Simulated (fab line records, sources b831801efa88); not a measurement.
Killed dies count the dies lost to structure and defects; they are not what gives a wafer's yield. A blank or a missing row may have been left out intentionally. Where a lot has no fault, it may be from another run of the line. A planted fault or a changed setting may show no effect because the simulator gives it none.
2 desks, one fault / flow sky130 / each desk holds nothing but its own numbers, with what lay behind them at the end

METROLOGY DESK
Means of the sampled wafers that have a number, per lot and without regard to the tool the lot ran on: this is what the gauges read. Marked OUT: a lot whose mean sits more than 4 standard deviations from the usual mean, which makes it out of limits; the brackets give that distance.
Columns: A = FIELD_ISO_OXIDATION_00_THK at SKY_FIELD_ISO_THK_MEAS_02, usual 11.98 nm; B = FIELD_ISO_CVD_03_THK at SKY_FIELD_ISO_THK_MEAS_04, usual 164.9 nm; C = cd nm at SKY_FIELD_ISO_CD_MEAS_13, usual 150.2 nm
lot=L399; first seen here=day 1 16:41; A=11.90; B=164.8; C=148.9
lot=L402; first seen here=day 2 07:38; A=12.16; B=165.7; C=149.1
lot=L405; first seen here=day 3 00:00; A=12.26; B=163.4; C=150.6
lot=L420; first seen here=day 6 01:38; A=12.30; B=165.8; C=150.8
lot=L421; first seen here=day 6 07:30; A=12.08; B=166.8; C=150.8
This desk's finding: nothing out of limits on any of the 5 lots.

TOOL OWNER'S DESK, rie diel-04
The tool's own readings at SKY_FIELD_ISO_ETCH_14 (etches BARC in N2/H2, stops on SiO2, time 45.9 s, target depth 60 nm): means of the sampled wafers that have a number, for each lot that ran on this tool. Marked OUT: a lot whose mean sits more than 4 standard deviations from the usual mean, which makes it out of limits; the brackets give that distance.
Columns: A = bias w at SKY_FIELD_ISO_ETCH_14, usual 100.0 W; B = drypump motor current A at SKY_FIELD_ISO_ETCH_14, usual 5.7 A; C = oes product au at SKY_FIELD_ISO_ETCH_14, usual 0.854 a.u.; D = throttle valve pct at SKY_FIELD_ISO_ETCH_14, usual 13.224 %
lot=L405; first seen here=day 3 16:39; A=99.7; B=5.6; C=0.854; D=13.215
lot=L420; first seen here=day 6 22:53; A=91.9 (-25) OUT; B=5.6; C=0.855; D=13.231
This desk finds L420 out of limits, L420 being first, at day 6 22:53 (bias w at SKY_FIELD_ISO_ETCH_14). Within limits: L405.

ALL TOGETHER
The tool owner's desk had the chance to raise an alarm at day 6 22:53 on L420.
From the metrology desk's view, nothing was out of limits.
The metrology desk has L420 on record, within its limits.
All the named lots went through SKY_FIELD_ISO_ETCH_14 on rie diel-04.

WHAT THE SIMULATOR HAD INSERTED
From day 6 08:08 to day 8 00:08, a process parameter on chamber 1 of rie diel-04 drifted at SKY_FIELD_ISO_ETCH_14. Setting bias w, moved by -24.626, from 100. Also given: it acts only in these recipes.
Lots struck among those shown: L420.
How many hours passed from the start of the fault until each desk's first out-of-limits reading: the tool owner's desk, 15.
